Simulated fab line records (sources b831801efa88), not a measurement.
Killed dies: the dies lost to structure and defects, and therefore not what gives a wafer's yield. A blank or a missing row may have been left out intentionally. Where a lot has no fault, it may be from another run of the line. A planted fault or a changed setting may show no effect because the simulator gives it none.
fab line records / flow gf180mcu / part 2 of 2: steps 26 to 35 of 35
record: lots: 5 wafers: 15 last-day: 32
route steps=602 shown STI@12 DNWELL@32 NWELL@42
lots with no fault: from the same line, run without faults
start-h: the number of hours between the record's first day and the start of the first shown wafer of the lot / wait-h: hours from the lot's prior step to this one / " unchanged from the row above / L1.1+2: several wafers, shown together as one row / - no value, or no start was given / * or withheld: withheld / < > ~ a bound
route shown NAME@n: names a module that has steps shown in the file, with the first one's number in the route / usual: average and standard deviation across the fault-free wafers / same: alike in all rows / chamber/n: place in a boat / sites: readings site by site / _std_site: their standard deviation / _edge_site: the outer-site mean with the inner-site mean subtracted / radius-mm: how far each site lies from the wafer's centre / mask NAME#n: copy n / behind: the last tool/chamber to shape the wafer / hold: reason for holding the lot/hours on hold/outcome of the hold / device: which transistor (n, p or np) failed to switch / end of line: tests run on the same wafers once the route is complete / a step without rows: its recipe alone / killed: not the wafer's yield, but the dies lost to structure and defects at the first sort / map: per-die view of a wafer (x killed, . not killed, _ where there is no die)
set.NAME: the setting as run; set.NAME@STEP: as run at that earlier step / model.NAME: the simulator's own value behind a step, which no gauge read
a table for each step, a row for each wafer; lots at some steps of the route
services: from which hour (start-h, from the record's first day; less than 0 if before it) a tool's chamber was out of use, for how many hours, and why
== steps ==
step: GF_DNWELL_PEB_05
recipe: temp-c: 115 time-s: withheld
usual: chill-plate-temp-C: 23.01/0.094
lot.wafer=L076.3 tool=litho-track-04 chamber=0 start-h=- wait-h=- chill-plate-temp-C=22.81
lot.wafer=L076.5 tool=litho-track-04 chamber=0 start-h=- wait-h=- chill-plate-temp-C=23.08
lot.wafer=L076.6 tool=litho-track-04 chamber=0 start-h=- wait-h=- chill-plate-temp-C=23.05
lot.wafer=L077.2 tool=litho-track-04 chamber=0 start-h=- wait-h=- chill-plate-temp-C=23.18
lot.wafer=L077.4 tool=litho-track-04 chamber=0 start-h=- wait-h=- chill-plate-temp-C=23.07
lot.wafer=L077.5 tool=litho-track-04 chamber=0 start-h=- wait-h=- chill-plate-temp-C=23.18
lot.wafer=L081.3 tool=litho-track-01 chamber=0 start-h=- wait-h=- chill-plate-temp-C=23.02
lot.wafer=L081.4 tool=litho-track-01 chamber=0 start-h=- wait-h=- chill-plate-temp-C=22.85
lot.wafer=L081.5 tool=litho-track-01 chamber=0 start-h=- wait-h=- chill-plate-temp-C=23.03
lot.wafer=L089.1 tool=litho-track-01 chamber=0 start-h=- wait-h=- chill-plate-temp-C=23.01
lot.wafer=L089.4 tool=litho-track-01 chamber=0 start-h=- wait-h=- chill-plate-temp-C=22.80
lot.wafer=L089.6 tool=litho-track-01 chamber=0 start-h=- wait-h=- chill-plate-temp-C=22.99
lot.wafer=L090.1 tool=litho-track-03 chamber=0 start-h=- wait-h=- chill-plate-temp-C=23.09
lot.wafer=L090.4 tool=litho-track-03 chamber=0 start-h=- wait-h=- chill-plate-temp-C=22.93
lot.wafer=L090.6 tool=litho-track-03 chamber=0 start-h=- wait-h=- chill-plate-temp-C=23.09
step: GF_DNWELL_DEVELOP_06
recipe: wall-angle-deg: 90 develop-time-s: 60 dev-temp-c: 23
usual: chill-plate-temp-C: 23.00/0.1
lot.wafer=L076.3 tool=litho-track-04 chamber=0 start-h=- wait-h=- chill-plate-temp-C=23.05
lot.wafer=L076.5 tool=litho-track-04 chamber=0 start-h=- wait-h=- chill-plate-temp-C=22.92
lot.wafer=L076.6 tool=litho-track-04 chamber=0 start-h=- wait-h=- chill-plate-temp-C=23.07
lot.wafer=L077.2 tool=litho-track-04 chamber=0 start-h=- wait-h=- chill-plate-temp-C=22.87
lot.wafer=L077.4 tool=litho-track-04 chamber=0 start-h=- wait-h=- chill-plate-temp-C=23.11
lot.wafer=L077.5 tool=litho-track-04 chamber=0 start-h=- wait-h=- chill-plate-temp-C=23.06
lot.wafer=L081.3 tool=litho-track-01 chamber=0 start-h=- wait-h=- chill-plate-temp-C=23.07
lot.wafer=L081.4 tool=litho-track-01 chamber=0 start-h=- wait-h=- chill-plate-temp-C=23.01
lot.wafer=L081.5 tool=litho-track-01 chamber=0 start-h=- wait-h=- chill-plate-temp-C=23.06
lot.wafer=L089.1 tool=litho-track-01 chamber=0 start-h=- wait-h=- chill-plate-temp-C=22.84
lot.wafer=L089.4 tool=litho-track-01 chamber=0 start-h=- wait-h=- chill-plate-temp-C=22.85
lot.wafer=L089.6 tool=litho-track-01 chamber=0 start-h=- wait-h=- chill-plate-temp-C=22.93
lot.wafer=L090.1 tool=litho-track-03 chamber=0 start-h=- wait-h=- chill-plate-temp-C=23.06
lot.wafer=L090.4 tool=litho-track-03 chamber=0 start-h=- wait-h=- chill-plate-temp-C=23.08
lot.wafer=L090.6 tool=litho-track-03 chamber=0 start-h=- wait-h=- chill-plate-temp-C=23.09
step: GF_DNWELL_IMPLANT_07
recipe: species: P energy-kev: 1500 dose-cm2: 1e+13 tilt-deg: 0
usual: end-station-pressure-torr: 5.11e-06/2.7e-07
lot.wafer=L076.3 tool=implanter-01 chamber=0 start-h=53.89 wait-h=- end-station-pressure-torr=5.37e-06
lot.wafer=L076.5 tool=implanter-01 chamber=0 start-h=53.89 wait-h=- end-station-pressure-torr=5.17e-06
lot.wafer=L076.6 tool=implanter-01 chamber=0 start-h=53.89 wait-h=- end-station-pressure-torr=5.19e-06
lot.wafer=L077.2 tool=implanter-01 chamber=0 start-h=58.41 wait-h=- end-station-pressure-torr=5.11e-06
lot.wafer=L077.4 tool=implanter-01 chamber=0 start-h=58.41 wait-h=- end-station-pressure-torr=5.07e-06
lot.wafer=L077.5 tool=implanter-01 chamber=0 start-h=58.41 wait-h=- end-station-pressure-torr=4.82e-06
lot.wafer=L081.3 tool=implanter-04 chamber=0 start-h=78.75 wait-h=- end-station-pressure-torr=5.04e-06
lot.wafer=L081.4 tool=implanter-04 chamber=0 start-h=78.75 wait-h=- end-station-pressure-torr=5.57e-06
lot.wafer=L081.5 tool=implanter-04 chamber=0 start-h=78.75 wait-h=- end-station-pressure-torr=5.38e-06
lot.wafer=L089.1 tool=implanter-01 chamber=0 start-h=122.50 wait-h=- end-station-pressure-torr=4.84e-06
lot.wafer=L089.4 tool=implanter-01 chamber=0 start-h=122.50 wait-h=- end-station-pressure-torr=4.98e-06
lot.wafer=L089.6 tool=implanter-01 chamber=0 start-h=122.50 wait-h=- end-station-pressure-torr=5.11e-06
lot.wafer=L090.1 tool=implanter-01 chamber=0 start-h=126.68 wait-h=- end-station-pressure-torr=5.13e-06
lot.wafer=L090.4 tool=implanter-01 chamber=0 start-h=126.68 wait-h=- end-station-pressure-torr=4.93e-06
lot.wafer=L090.6 tool=implanter-01 chamber=0 start-h=126.68 wait-h=- end-station-pressure-torr=5.19e-06
step: GF_DNWELL_STRIP_08
recipe: chemistry: O2/N2 power-w: 1400 pressure-mtorr: 1500 platen-temp-c: 250 o2-flow-sccm: 3000 n2-flow-sccm: 300 overash-fraction: 0.5
usual: drypump-motor-current-A: 5.6/0.54 heater-power-w: 321/29 oes-product-au: 0.723/0.0048 strip-time-to-endpoint-s: 36.97/0.12
lot.wafer=L076.3 tool=plasma-asher-01 chamber=1 start-h=54.02 wait-h=0.1 drypump-motor-current-A=5.0 heater-power-w=302 oes-product-au=0.720 rf-hours-counter-h=- strip-time-to-endpoint-s=37.17
lot.wafer=L076.5 tool=plasma-asher-01 chamber=1 start-h=54.02 wait-h=0.1 drypump-motor-current-A=5.0 heater-power-w=302 oes-product-au=0.714 rf-hours-counter-h=- strip-time-to-endpoint-s=37.08
lot.wafer=L076.6 tool=plasma-asher-01 chamber=0 start-h=54.02 wait-h=0.1 drypump-motor-current-A=5.6 heater-power-w=369 oes-product-au=0.716 rf-hours-counter-h=- strip-time-to-endpoint-s=37.20
lot.wafer=L077.2 tool=plasma-asher-01 chamber=1 start-h=58.54 wait-h=0.1 drypump-motor-current-A=5.0 heater-power-w=305 oes-product-au=0.720 rf-hours-counter-h=24 strip-time-to-endpoint-s=36.89
lot.wafer=L077.4 tool=plasma-asher-01 chamber=1 start-h=58.54 wait-h=0.1 drypump-motor-current-A=5.0 heater-power-w=312 oes-product-au=0.723 rf-hours-counter-h=- strip-time-to-endpoint-s=36.85
lot.wafer=L077.5 tool=plasma-asher-01 chamber=0 start-h=58.54 wait-h=0.1 drypump-motor-current-A=5.6 heater-power-w=374 oes-product-au=0.718 rf-hours-counter-h=- strip-time-to-endpoint-s=36.88
lot.wafer=L081.3 tool=plasma-asher-03 chamber=1 start-h=78.89 wait-h=0.1 drypump-motor-current-A=5.0 heater-power-w=293 oes-product-au=0.725 rf-hours-counter-h=- strip-time-to-endpoint-s=36.92
lot.wafer=L081.4 tool=plasma-asher-03 chamber=0 start-h=78.89 wait-h=0.1 drypump-motor-current-A=5.8 heater-power-w=346 oes-product-au=0.727 rf-hours-counter-h=- strip-time-to-endpoint-s=36.94
lot.wafer=L081.5 tool=plasma-asher-03 chamber=0 start-h=78.89 wait-h=0.1 drypump-motor-current-A=5.8 heater-power-w=343 oes-product-au=0.727 rf-hours-counter-h=- strip-time-to-endpoint-s=36.82
lot.wafer=L089.1 tool=plasma-asher-01 chamber=0 start-h=122.65 wait-h=0.1 drypump-motor-current-A=5.6 heater-power-w=361 oes-product-au=0.717 rf-hours-counter-h=31 strip-time-to-endpoint-s=37.11
lot.wafer=L089.4 tool=plasma-asher-01 chamber=0 start-h=122.65 wait-h=0.1 drypump-motor-current-A=5.6 heater-power-w=374 oes-product-au=0.723 rf-hours-counter-h=- strip-time-to-endpoint-s=37.00
lot.wafer=L089.6 tool=plasma-asher-01 chamber=0 start-h=122.65 wait-h=0.1 drypump-motor-current-A=5.6 heater-power-w=378 oes-product-au=0.719 rf-hours-counter-h=- strip-time-to-endpoint-s=37.06
lot.wafer=L090.1 tool=plasma-asher-03 chamber=1 start-h=126.83 wait-h=0.1 drypump-motor-current-A=5.0 heater-power-w=292 oes-product-au=0.719 rf-hours-counter-h=46 strip-time-to-endpoint-s=37.07
lot.wafer=L090.4 tool=plasma-asher-03 chamber=0 start-h=126.83 wait-h=0.1 drypump-motor-current-A=5.8 heater-power-w=353 oes-product-au=0.718 rf-hours-counter-h=- strip-time-to-endpoint-s=37.21
lot.wafer=L090.6 tool=plasma-asher-03 chamber=0 start-h=126.83 wait-h=0.1 drypump-motor-current-A=5.8 heater-power-w=334 oes-product-au=0.719 rf-hours-counter-h=- strip-time-to-endpoint-s=37.11
step: GF_DNWELL_TW_MEAS_09
usual: DNWELL_TW: 1351/17
lot.wafer=L076.3 tool=film-metro-03 chamber=- start-h=54.11 wait-h=0.1 DNWELL_TW=1339
lot.wafer=L076.5 tool=film-metro-03 chamber=- start-h=54.11 wait-h=0.1 DNWELL_TW=1341
lot.wafer=L076.6 tool=film-metro-03 chamber=- start-h=54.11 wait-h=0.1 DNWELL_TW=1337
lot.wafer=L077.2 tool=film-metro-01 chamber=- start-h=58.65 wait-h=0.1 DNWELL_TW=1370
lot.wafer=L077.4 tool=film-metro-01 chamber=- start-h=58.65 wait-h=0.1 DNWELL_TW=1366
lot.wafer=L077.5 tool=film-metro-01 chamber=- start-h=58.65 wait-h=0.1 DNWELL_TW=1365
lot.wafer=L081.3 tool=film-metro-02 chamber=- start-h=78.97 wait-h=0.1 DNWELL_TW=1330
lot.wafer=L081.4 tool=film-metro-02 chamber=- start-h=78.97 wait-h=0.1 DNWELL_TW=1346
lot.wafer=L081.5 tool=film-metro-02 chamber=- start-h=78.97 wait-h=0.1 DNWELL_TW=1340
lot.wafer=L089.1 tool=film-metro-02 chamber=- start-h=122.75 wait-h=0.1 DNWELL_TW=1346
lot.wafer=L089.4 tool=film-metro-02 chamber=- start-h=122.75 wait-h=0.1 DNWELL_TW=1345
lot.wafer=L089.6 tool=film-metro-02 chamber=- start-h=122.75 wait-h=0.1 DNWELL_TW=1353
lot.wafer=L090.1 tool=film-metro-01 chamber=- start-h=126.93 wait-h=0.1 DNWELL_TW=1373
lot.wafer=L090.4 tool=film-metro-01 chamber=- start-h=126.93 wait-h=0.1 DNWELL_TW=1369
lot.wafer=L090.6 tool=film-metro-01 chamber=- start-h=126.93 wait-h=0.1 DNWELL_TW=1372
step: GF_NWELL_DEHYDRATE_00
recipe: temp-c: 200 time-s: 60
usual: chill-plate-temp-C: 23.02/0.1
lot.wafer=L076.3 tool=litho-track-01 chamber=0 start-h=59.75 wait-h=5.6 chill-plate-temp-C=23.19
lot.wafer=L076.5 tool=litho-track-01 chamber=0 start-h=59.75 wait-h=5.6 chill-plate-temp-C=22.86
lot.wafer=L076.6 tool=litho-track-01 chamber=0 start-h=59.75 wait-h=5.6 chill-plate-temp-C=23.06
lot.wafer=L077.2 tool=litho-track-04 chamber=0 start-h=64.46 wait-h=5.8 chill-plate-temp-C=23.10
lot.wafer=L077.4 tool=litho-track-04 chamber=0 start-h=64.46 wait-h=5.8 chill-plate-temp-C=23.01
lot.wafer=L077.5 tool=litho-track-04 chamber=0 start-h=64.46 wait-h=5.8 chill-plate-temp-C=22.91
lot.wafer=L081.3 tool=litho-track-04 chamber=0 start-h=85.24 wait-h=6.3 chill-plate-temp-C=23.07
lot.wafer=L081.4 tool=litho-track-04 chamber=0 start-h=85.24 wait-h=6.3 chill-plate-temp-C=23.01
lot.wafer=L081.5 tool=litho-track-04 chamber=0 start-h=85.24 wait-h=6.3 chill-plate-temp-C=23.10
lot.wafer=L089.1 tool=litho-track-01 chamber=0 start-h=129.85 wait-h=7.1 chill-plate-temp-C=23.18
lot.wafer=L089.4 tool=litho-track-01 chamber=0 start-h=129.85 wait-h=7.1 chill-plate-temp-C=23.16
lot.wafer=L089.6 tool=litho-track-01 chamber=0 start-h=129.85 wait-h=7.1 chill-plate-temp-C=23.16
lot.wafer=L090.1 tool=litho-track-04 chamber=0 start-h=133.99 wait-h=7.0 chill-plate-temp-C=23.05
lot.wafer=L090.4 tool=litho-track-04 chamber=0 start-h=133.99 wait-h=7.0 chill-plate-temp-C=23.07
lot.wafer=L090.6 tool=litho-track-04 chamber=0 start-h=133.99 wait-h=7.0 chill-plate-temp-C=23.04
step: GF_NWELL_HMDS_01
recipe: prime-time-s: 60 prime-temp-c: 120
usual: chill-plate-temp-C: 23.03/0.095
lot.wafer=L076.3 tool=litho-track-01 chamber=0 start-h=59.90 wait-h=0.1 chill-plate-temp-C=22.89
lot.wafer=L076.5 tool=litho-track-01 chamber=0 start-h=59.90 wait-h=0.1 chill-plate-temp-C=23.07
lot.wafer=L076.6 tool=litho-track-01 chamber=0 start-h=59.90 wait-h=0.1 chill-plate-temp-C=22.87
lot.wafer=L077.2 tool=litho-track-04 chamber=0 start-h=64.61 wait-h=0.1 chill-plate-temp-C=23.16
lot.wafer=L077.4 tool=litho-track-04 chamber=0 start-h=64.61 wait-h=0.1 chill-plate-temp-C=22.98
lot.wafer=L077.5 tool=litho-track-04 chamber=0 start-h=64.61 wait-h=0.1 chill-plate-temp-C=22.99
lot.wafer=L081.3 tool=litho-track-04 chamber=0 start-h=85.39 wait-h=0.1 chill-plate-temp-C=22.95
lot.wafer=L081.4 tool=litho-track-04 chamber=0 start-h=85.39 wait-h=0.1 chill-plate-temp-C=23.02
lot.wafer=L081.5 tool=litho-track-04 chamber=0 start-h=85.39 wait-h=0.1 chill-plate-temp-C=22.99
lot.wafer=L089.1 tool=litho-track-01 chamber=0 start-h=130.00 wait-h=0.1 chill-plate-temp-C=23.14
lot.wafer=L089.4 tool=litho-track-01 chamber=0 start-h=130.00 wait-h=0.1 chill-plate-temp-C=23.05
lot.wafer=L089.6 tool=litho-track-01 chamber=0 start-h=130.00 wait-h=0.1 chill-plate-temp-C=23.00
lot.wafer=L090.1 tool=litho-track-04 chamber=0 start-h=134.14 wait-h=0.1 chill-plate-temp-C=23.00
lot.wafer=L090.4 tool=litho-track-04 chamber=0 start-h=134.14 wait-h=0.1 chill-plate-temp-C=22.90
lot.wafer=L090.6 tool=litho-track-04 chamber=0 start-h=134.14 wait-h=0.1 chill-plate-temp-C=23.06
step: GF_NWELL_COAT_02
recipe: spin-rpm: 2000 resist-thk-nm: 3000
usual: chill-plate-temp-C: 23.01/0.099
lot.wafer=L076.3 tool=litho-track-01 chamber=0 start-h=60.05 wait-h=0.1 chill-plate-temp-C=22.74
lot.wafer=L076.5 tool=litho-track-01 chamber=0 start-h=60.05 wait-h=0.1 chill-plate-temp-C=22.81
lot.wafer=L076.6 tool=litho-track-01 chamber=0 start-h=60.05 wait-h=0.1 chill-plate-temp-C=22.97
lot.wafer=L077.2 tool=litho-track-04 chamber=0 start-h=64.76 wait-h=0.1 chill-plate-temp-C=23.35
lot.wafer=L077.4 tool=litho-track-04 chamber=0 start-h=64.76 wait-h=0.1 chill-plate-temp-C=23.31
lot.wafer=L077.5 tool=litho-track-04 chamber=0 start-h=64.76 wait-h=0.1 chill-plate-temp-C=23.18
lot.wafer=L081.3 tool=litho-track-04 chamber=0 start-h=85.54 wait-h=0.1 chill-plate-temp-C=23.03
lot.wafer=L081.4 tool=litho-track-04 chamber=0 start-h=85.54 wait-h=0.1 chill-plate-temp-C=23.01
lot.wafer=L081.5 tool=litho-track-04 chamber=0 start-h=85.54 wait-h=0.1 chill-plate-temp-C=23.10
lot.wafer=L089.1 tool=litho-track-01 chamber=0 start-h=130.15 wait-h=0.1 chill-plate-temp-C=22.88
lot.wafer=L089.4 tool=litho-track-01 chamber=0 start-h=130.15 wait-h=0.1 chill-plate-temp-C=22.91
lot.wafer=L089.6 tool=litho-track-01 chamber=0 start-h=130.15 wait-h=0.1 chill-plate-temp-C=23.08
lot.wafer=L090.1 tool=litho-track-04 chamber=0 start-h=134.29 wait-h=0.1 chill-plate-temp-C=22.92
lot.wafer=L090.4 tool=litho-track-04 chamber=0 start-h=134.29 wait-h=0.1 chill-plate-temp-C=22.91
lot.wafer=L090.6 tool=litho-track-04 chamber=0 start-h=134.29 wait-h=0.1 chill-plate-temp-C=23.19
step: GF_NWELL_SOFTBAKE_03
recipe: temp-c: 110 time-s: withheld
usual: chill-plate-temp-C: 23.00/0.11
lot.wafer=L076.3 tool=litho-track-01 chamber=0 start-h=60.22 wait-h=0.1 chill-plate-temp-C=23.04
lot.wafer=L076.5 tool=litho-track-01 chamber=0 start-h=60.22 wait-h=0.1 chill-plate-temp-C=23.04
lot.wafer=L076.6 tool=litho-track-01 chamber=0 start-h=60.22 wait-h=0.1 chill-plate-temp-C=22.90
lot.wafer=L077.2 tool=litho-track-04 chamber=0 start-h=64.92 wait-h=0.1 chill-plate-temp-C=23.10
lot.wafer=L077.4 tool=litho-track-04 chamber=0 start-h=64.92 wait-h=0.1 chill-plate-temp-C=23.26
lot.wafer=L077.5 tool=litho-track-04 chamber=0 start-h=64.92 wait-h=0.1 chill-plate-temp-C=23.25
lot.wafer=L081.3 tool=litho-track-04 chamber=0 start-h=85.70 wait-h=0.1 chill-plate-temp-C=23.22
lot.wafer=L081.4 tool=litho-track-04 chamber=0 start-h=85.70 wait-h=0.1 chill-plate-temp-C=23.08
lot.wafer=L081.5 tool=litho-track-04 chamber=0 start-h=85.70 wait-h=0.1 chill-plate-temp-C=23.08
lot.wafer=L089.1 tool=litho-track-01 chamber=0 start-h=130.30 wait-h=0.1 chill-plate-temp-C=23.00
lot.wafer=L089.4 tool=litho-track-01 chamber=0 start-h=130.30 wait-h=0.1 chill-plate-temp-C=22.84
lot.wafer=L089.6 tool=litho-track-01 chamber=0 start-h=130.30 wait-h=0.1 chill-plate-temp-C=22.93
lot.wafer=L090.1 tool=litho-track-04 chamber=0 start-h=134.44 wait-h=0.1 chill-plate-temp-C=22.96
lot.wafer=L090.4 tool=litho-track-04 chamber=0 start-h=134.44 wait-h=0.1 chill-plate-temp-C=22.93
lot.wafer=L090.6 tool=litho-track-04 chamber=0 start-h=134.44 wait-h=0.1 chill-plate-temp-C=23.08
step: GF_NWELL_EXPOSE_04
recipe: mask-id: Nwell target-cd-nm: 860 na: 0.6 source-shape: conventional sigma-outer: 0.6 dose-mj: 260
usual: focus-offset-nm: 0.1/0.53
same: sigma-outer: 0.6
lot.wafer=L076.3 tool=iline-stepper-02 chamber=0 start-h=- wait-h=- mask=Nwell#0 focus-offset-nm=-0.3
lot.wafer=L076.5 tool=iline-stepper-02 chamber=0 start-h=- wait-h=- mask=Nwell#0 focus-offset-nm=-0.1
lot.wafer=L076.6 tool=iline-stepper-02 chamber=0 start-h=- wait-h=- mask=Nwell#0 focus-offset-nm=0.3
lot.wafer=L077.2 tool=iline-stepper-01 chamber=0 start-h=- wait-h=- mask=Nwell#0 focus-offset-nm=0.3
lot.wafer=L077.4 tool=iline-stepper-01 chamber=0 start-h=- wait-h=- mask=Nwell#0 focus-offset-nm=-0.2
lot.wafer=L077.5 tool=iline-stepper-01 chamber=0 start-h=- wait-h=- mask=Nwell#0 focus-offset-nm=-0.5
lot.wafer=L081.3 tool=iline-stepper-02 chamber=0 start-h=- wait-h=- mask=Nwell#0 focus-offset-nm=0.4
lot.wafer=L081.4 tool=iline-stepper-02 chamber=0 start-h=- wait-h=- mask=Nwell#0 focus-offset-nm=0.5
lot.wafer=L081.5 tool=iline-stepper-02 chamber=0 start-h=- wait-h=- mask=Nwell#0 focus-offset-nm=0.5
lot.wafer=L089.1 tool=iline-stepper-02 chamber=0 start-h=- wait-h=- mask=Nwell#0 focus-offset-nm=0.1
lot.wafer=L089.4 tool=iline-stepper-02 chamber=0 start-h=- wait-h=- mask=Nwell#0 focus-offset-nm=-0.4
lot.wafer=L089.6 tool=iline-stepper-02 chamber=0 start-h=- wait-h=- mask=Nwell#0 focus-offset-nm=-0.3
lot.wafer=L090.1 tool=iline-stepper-02 chamber=0 start-h=- wait-h=- mask=Nwell#0 focus-offset-nm=0.6
lot.wafer=L090.4 tool=iline-stepper-02 chamber=0 start-h=- wait-h=- mask=Nwell#0 focus-offset-nm=0.1
lot.wafer=L090.6 tool=iline-stepper-02 chamber=0 start-h=- wait-h=- mask=Nwell#0 focus-offset-nm=0.5
== services ==
tool=iline-stepper-01 chamber=- start-h=16.71 hours=10.2 kind=repair
tool=rie-diel-03 chamber=0 start-h=33.97 hours=3.9 kind=repair
tool=rie-diel-01 chamber=1 start-h=34.24 hours=3.8 kind=repair
tool=furnace-02 chamber=- start-h=46.27 hours=3.2 kind=pm
tool=rie-si-02 chamber=1 start-h=54.98 hours=7.6 kind=repair
tool=iline-stepper-01 chamber=- start-h=58.45 hours=1.7 kind=pm
tool=iline-stepper-02 chamber=- start-h=61.21 hours=4.4 kind=pm
tool=furnace-01 chamber=- start-h=61.30 hours=3.1 kind=pm
tool=rie-si-01 chamber=- start-h=61.71 hours=4.0 kind=pm
tool=cmp-02 chamber=- start-h=64.00 hours=4.0 kind=pm
tool=rie-diel-03 chamber=1 start-h=82.50 hours=13.3 kind=repair
tool=implanter-01 chamber=- start-h=83.73 hours=6.4 kind=repair
tool=wet-bench-03 chamber=- start-h=88.55 hours=9.2 kind=repair
tool=cmp-02 chamber=- start-h=92.37 hours=12.3 kind=pm
tool=rie-diel-01 chamber=2 start-h=92.77 hours=2.7 kind=repair
tool=rie-si-02 chamber=- start-h=101.85 hours=0.3 kind=repair
tool=rie-si-01 chamber=2 start-h=102.13 hours=5.3 kind=repair
tool=rie-diel-03 chamber=0 start-h=112.82 hours=5.8 kind=repair
tool=hdpcvd-02 chamber=1 start-h=115.38 hours=1.8 kind=repair
tool=rie-si-02 chamber=2 start-h=118.11 hours=3.8 kind=repair
tool=furnace-01 chamber=- start-h=121.16 hours=3.8 kind=pm
tool=furnace-02 chamber=- start-h=125.42 hours=3.3 kind=pm
tool=furnace-02 chamber=- start-h=132.14 hours=38.8 kind=pm
tool=plasma-asher-03 chamber=- start-h=132.50 hours=4.1 kind=repair
